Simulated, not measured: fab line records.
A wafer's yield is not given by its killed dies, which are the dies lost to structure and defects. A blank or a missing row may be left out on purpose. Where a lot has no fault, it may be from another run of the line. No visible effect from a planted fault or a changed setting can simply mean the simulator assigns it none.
8D (eight disciplines) problem report, filled in by code / flow gf180mcu / the parts of the form that need people (team, actions taken, sign-off) are left out

1. THE ISSUE
At GF_M2_SPUTTER_00, chamber pressure pa averages 2.202 Pa over 6 wafers from 2 lots, while fault-free wafers read 2.000 Pa, standard deviation 0.004. That puts it +50 standard deviations away from the usual mean.
The step: material Ti, target thk 37.5 nm, time 150 s.
Seen first at day 23 03:22 on pvd sputter-03, wafer L960.3. The record has a number at this step for 18 wafers belonging to 6 lots. Rule for "out", or "out of limits": more than 4 standard deviations from the usual mean. The other wafers with a number count as sound.

2. WHAT THIS IS AND IS NOT
question=which readings at this step | is=chamber pressure pa | is not=-
question=which lots | is=L960, L962 | is not=L947, L950, L963, L965
question=which wafers of those lots | is=all that have a number | is not=-
question=read on which tools | is=pvd sputter-03 | is not=pvd sputter-01
question=when | is=from day 23 03:22 | is not=up to then (6 sound wafers); but 6 sound wafers of L963, L965 came after

3. WHAT RULES OUT EACH SUSPECT
Counting: a tool at a process step up to the reading stays a suspect if it ran every lot that is out and no sound lot after the first of them.
- pvd sputter-03 at GF_M2_SPUTTER_00 (material Ti, target thk 37.5 nm, time 150 s): kept. All lots that are out passed through it, beginning with L960 at day 23 03:22, and no sound lot followed; its final sound lot before that point was L947 at day 18 05:50. On those wafers its own readings are out: chamber pressure pa.
Left after counting: pvd sputter-03 at GF_M2_SPUTTER_00.

4. THE CAUSE (what the simulator had put in)
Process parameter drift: pvd sputter-03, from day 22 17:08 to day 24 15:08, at GF_M2_SPUTTER_00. Setting chamber pressure pa shifted by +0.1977 from 2. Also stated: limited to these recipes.
Only this tool survived the counting.

5. THE EFFECT CHAIN, in route order
Each row: a reading whose mean over the struck wafers that have a number lies more than 3 standard deviations from the usual. Readings are gone through only where the record gives a usual standard deviation; hours: the median, over the lots, of the time from a lot's start at the first step in this table giving one to that lot's start at this step; sigmas: the change measured in usual standard deviations.
hours=0; step=GF_M2_SPUTTER_00; reading=chamber pressure pa; usual=2.000 Pa; on struck wafers=2.202; change=+0.202; sigmas=+50
Its process steps:
- GF_M2_SPUTTER_00: material Ti, target thk 37.5 nm, time 150 s.

6. WHAT WOULD HAVE CAUGHT IT SOONER
In this record no reading fell out of limits until day 23 03:22, 10 hours after the fault had begun at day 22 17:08.
